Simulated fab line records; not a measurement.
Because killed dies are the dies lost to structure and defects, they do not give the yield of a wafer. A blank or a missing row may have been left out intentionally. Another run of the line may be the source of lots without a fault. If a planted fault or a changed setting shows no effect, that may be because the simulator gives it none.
Struck lot and sound lot, side by side | flow sky130 | 18 out of 708 route steps
Sound: these wafers, L400.3, L400.4, L400.5. Struck: wafer L406.2. (L406.4, L406.6 of the same lot were not struck and are left out.) The cause comes at the end.
Each step with rows lists, per side, the tool, then ch with its chambers, then its first start. Under that, the readings that differ: sound wafers | struck wafers | difference of the means | sigmas: that difference in standard deviations of wafers without a fault.
alike: readings whose means differ by less than 2 such deviations, and words and numbers that are the same on both sides. not compared: withheld readings, readings that some wafer has no value for, bounds like >300 that may hide the same value, and numbers for which the record gives no deviation and whose values overlap.
Wherever a step has rows on one side only, a row that says differs or no value, or a row with sigmas, the two part there. Numbers that have no deviation but don't overlap get no sigmas and don't part them. A reading missing from all wafers of one side parts the sides only when that side holds two or more wafers.

first, 3 steps without rows for these wafers: SKY_VIA3_EXPOSE_09 (exposes mask VIM3, target cd 200 nm); SKY_VIA3_PEB_10; SKY_VIA3_DEVELOP_11 (develop time 60 s).
SKY_VIA3_CD_MEAS_12: target cd 200 nm.
  sound on cd_sem-02 at day 41 07:36; struck on cd_sem-01 at day 42 10:53
  alike: cd_nm
SKY_VIA3_OVL_MEAS_13:
  sound on overlay-02 at day 41 07:41; struck on overlay-02 at day 42 11:00
  alike: VIA3_OVL
SKY_VIA3_ETCH_14: etches BARC in N2/H2, stops on SiO2, time 45.9 s, target depth 60 nm.
  sound on rie_diel-02 ch 1,3, day 41 07:43; struck on rie_diel-02 ch 2, day 42 11:02
  alike: drypump_motor_current_A, oes_product_au, throttle_valve_pct
  not compared: rf_hours_counter_h
SKY_VIA3_ETCH_15: etches SiO2 in C4F8/O2/Ar, stops on TiN, target depth 507 nm, time 78 s.
  sound on rie_diel-02 ch 1,3, day 41 07:46; struck on rie_diel-02 ch 2, day 42 11:04
  alike: oes_product_au
  not compared: rf_hours_counter_h
SKY_VIA3_STRIP_16: strips in O2/N2.
  sound on plasma_asher-04 ch 0,1, day 41 07:51; struck on plasma_asher-03 ch 1, day 42 11:08
  reading                      | sound             | struck | difference                   | sigmas
  rf_hours_counter_h (h)       | - - -             | 113    | no value on the sound wafers |
  strip_time_to_endpoint_s (s) | 4.179 4.186 4.143 | 4.117  | -0.052                       | -2
  alike: drypump_motor_current_A, o2_flow_sccm, oes_product_au
then, 3 steps without rows for these wafers: SKY_VIA3_STRIP_17 (strips in post etch residue remover, time 1200 s); SKY_VIA3_CLEAN_18 (cleans in IPA, time 180 s); SKY_VIA3_CLEAN_19 (cleans in O3/DIW).
SKY_VIA3_SPUTTER_20: material TiN, target thk 20 nm, time 80 s.
  sound on pvd_sputter-01 at day 41 08:27; struck on pvd_sputter-02 at day 42 11:44
  alike: throttle_valve_pct
SKY_VIA3_CVD_21: deposits W, target thk 390 nm, time 117.31 s.
  sound on cvd_w-01 ch 0,1, day 41 08:33; struck on cvd_w-02 ch 1, day 42 11:47
  reading                            | sound             | struck | difference | sigmas
  chamber_pressure_Torr (Torr)       | 40.07 39.92 39.98 | 23.54  | -16.45     | -99 or more
  heater_power_w (W)                 | 798 753 754       | 871    | +103       | +2
  model.W_of_VIA3_CVD_21.thk_nm (nm) | 382.3 384.2 380.3 | 303.4  | -78.9      |
SKY_VIA3_RS_MEAS_22: uses a four-point probe to measure.
  sound on film_metro-04 at day 41 08:40; struck on film_metro-01 at day 42 11:56
  reading            | sound             | struck | difference | sigmas
  VIA3_W_RS (ohm/sq) | 0.300 0.298 0.301 | 0.379  | +0.079     | +24
SKY_VIA3_THK_MEAS_23: measures by xrf.
  sound on film_metro-04 at day 41 08:46; struck on film_metro-01 at day 42 12:02
  reading         | sound       | struck | difference | sigmas
  VIA3_W_THK (nm) | 385 386 382 | 300    | -84        | -18
SKY_VIA3_CMP_24: polishes, stops on SiO2, t overpolish 20 s, target thk 0 nm.
  sound on cmp-01 ch 0,2,3, day 41 08:52; struck on cmp-01 ch 1, day 42 12:08
  reading                | sound    | struck | difference | sigmas
  time_to_endpoint_s (s) | 89 92 91 | 77     | -14        | -4
  alike: motor_current_A
SKY_METAL4_SPUTTER_00: material Ti, target thk 15 nm, time 10 s.
  sound on pvd_sputter-04 at day 41 09:07; struck on pvd_sputter-04 at day 42 12:23
  alike: throttle_valve_pct
-- the record jumps here: 6 days lie between the struck wafers' starts before and after (it left off in module METAL4 and takes up again in module PAD_OPEN, whose first step shown is number 708 of the route) --
SKY_PAD_OPEN_PROBE_99:
  sound on prober-02 at day 47 05:52; struck on prober-02 at day 48 03:34
  alike: defect_limited_yield, killed_at_M0_to_M3, killed_at_M4_up, killed_at_contacts, killed_at_front_end, killed_at_other, killed_dies, killed_open, killed_short, sort_bin_3_pad_short, sort_bin_5_function, sort_bin_6_memory, sort_n_pass, sort_yield_pct

## WHERE THEY PART
Earliest at SKY_VIA3_STRIP_16; latest, in this record, at SKY_VIA3_CMP_24. Later steps at which nothing parts them and some readings are alike: SKY_METAL4_SPUTTER_00, SKY_PAD_OPEN_PROBE_99.

WHY: what had been put in by the simulator
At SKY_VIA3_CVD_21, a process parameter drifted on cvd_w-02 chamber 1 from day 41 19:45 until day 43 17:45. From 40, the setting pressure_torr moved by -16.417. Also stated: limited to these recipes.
